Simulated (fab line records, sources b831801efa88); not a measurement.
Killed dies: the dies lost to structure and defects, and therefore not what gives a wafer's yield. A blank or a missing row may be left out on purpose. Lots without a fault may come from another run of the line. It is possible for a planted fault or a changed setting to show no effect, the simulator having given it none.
Matching of chambers || flow sky130 || SKY_VIA1_CMP_24 on cmp-01 has 4 sister chambers
The step polishes, stops on SiO2, t overpolish 15 s, target thk 0 nm. 4 wafers are shown with their chamber, then 7 later ones without.

## WAFERS WITH THEIR CHAMBER
{"wafer": "L553.2", "chamber": 0, "motor current A (A)": 11.8}
{"wafer": "L553.5", "chamber": 2, "motor current A (A)": 10.1}
{"wafer": "L559.1", "chamber": 1, "motor current A (A)": 10.4}
{"wafer": "L559.4", "chamber": 3, "motor current A (A)": 9.3}

## WAFERS MISSING THEIR CHAMBER
{"wafer": "L559.5", "motor current A (A)": 10.1}
{"wafer": "L567.2", "motor current A (A)": 11.1}
{"wafer": "L567.3", "motor current A (A)": 12.0}
{"wafer": "L567.4", "motor current A (A)": 9.7}
{"wafer": "L571.1", "motor current A (A)": 9.5}
{"wafer": "L571.4", "motor current A (A)": 10.2}
{"wafer": "L571.6", "motor current A (A)": 9.9}

## THE CHAMBER EACH PASSED THROUGH
{"wafer": "L559.5", "from the rows above": "can't be placed: 2 or 1", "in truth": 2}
{"wafer": "L567.2", "from the rows above": "can't be placed: 1 or 0 or 2", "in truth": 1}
{"wafer": "L567.3", "from the rows above": 0, "in truth": 0}
{"wafer": "L567.4", "from the rows above": "can't be placed: 3 or 2 or 1", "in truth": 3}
{"wafer": "L571.1", "from the rows above": "can't be placed: 3 or 2", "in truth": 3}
{"wafer": "L571.4", "from the rows above": "can't be placed: 2 or 1", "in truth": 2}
{"wafer": "L571.6", "from the rows above": "can't be placed: 2 or 1 or 3", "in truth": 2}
Placed correctly: 1 of 7. Unplaceable from these rows: 6, with the true chamber sitting among the candidates in 6. Placed wrongly: 0.
How it was worked out, from the rows above alone: a wafer's distance from a chamber is the root of the sum, over the readings, of the square of ((its reading less the chamber's mean) divided by the reading's scatter). If the next closest chamber is less than 2 further off than the closest, the wafer can't be placed; otherwise it belongs to the closest. Each chamber's mean is taken over the wafers shown for it. The scatter: with one shown wafer a chamber, the root of the mean of the squares of how far each hidden wafer lies from its nearest shown one.
